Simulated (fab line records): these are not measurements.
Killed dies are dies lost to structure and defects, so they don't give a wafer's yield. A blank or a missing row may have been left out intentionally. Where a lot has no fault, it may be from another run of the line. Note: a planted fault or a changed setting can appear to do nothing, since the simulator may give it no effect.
Problem report, 8D (eight disciplines) form, completed by code | flow gf180mcu | the parts of the form that need people (team, actions taken, sign-off) are left out

== 1. THE PROBLEM ==
Wafers without a fault read 1999.7 rpm, standard deviation 1.3; spin_speed_rpm at GF_DNWELL_COAT_02 reads a mean of 1863.7 rpm on 6 wafers belonging to 2 lots. So: -99 or more standard deviations from the usual mean.
The step: resist thk 3000 nm.
Earliest sighting: wafer L319.1 on litho_track-02 at day 6 02:05. The record holds 36 wafers of 12 lots with a number at this step. Rule for "out" (also "out of limits"): further than 4 standard deviations from the usual mean. The rest of the wafers with a number are treated as sound.

== 2. WHAT IT IS, AND WHAT IT ISN'T ==
question                    | is                     | is not
which readings at this step | spin_speed_rpm         | -
which lots                  | L319, L322             | L304, L305, L306, L308, L309, L311, L313, L324, L325, L326
which wafers of those lots  | all that have a number | -
read on which tools         | litho_track-02         | litho_track-01, litho_track-03
when                        | from day 6 02:05       | up to then (21 sound wafers); but 9 sound wafers of L324, L325, L326 came after

== 3. THE SUSPECTS, EACH WITH WHAT RULES IT OUT ==
Counting: a tool at a process step up to the reading stays a suspect if it ran every lot that is out and no sound lot after the first of them.
- litho_track-02 at GF_DNWELL_COAT_02 (resist thk 3000 nm): kept. It processed each lot that is out, first L319 at day 6 02:05, and no sound lot thereafter; up to then, the last sound lot it processed was L313 at day 4 16:31. Its own readings are out on those wafers: spin_speed_rpm.
Left after counting: litho_track-02 at GF_DNWELL_COAT_02.

== 4. THE CAUSE (what the simulator had put in) ==
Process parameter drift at GF_DNWELL_COAT_02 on litho_track-02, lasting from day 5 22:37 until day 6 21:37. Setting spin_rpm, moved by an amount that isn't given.
Counting left only this tool.

== 5. SEQUENCE OF EFFECTS, ordered by route ==
Each row: a reading whose mean over the struck wafers that have a number lies more than 3 standard deviations from the usual. Only readings whose record carries a usual standard deviation are examined. hours: median over the lots of the time between each lot's start at the first step of this table that gives one and its start at this step. sigmas: the change, counted in usual standard deviations.
hours | step               | reading                  | usual      | on struck wafers | change | sigmas
0     | GF_DNWELL_COAT_02  | spin_speed_rpm           | 1999.7 rpm | 1863.7           | -136.0 | -99 or more
8     | GF_DNWELL_STRIP_08 | strip_time_to_endpoint_s | 37.01 s    | 38.21            | +1.20  | +12
The process steps in it:
- GF_DNWELL_COAT_02: resist thk 3000 nm.
- GF_DNWELL_STRIP_08: strips in O2/N2.

== 6. HOW IT WOULD HAVE BEEN CAUGHT EARLIER ==
In this record the first reading out of limits was taken at day 6 02:05, 3 hours after the fault began at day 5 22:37.
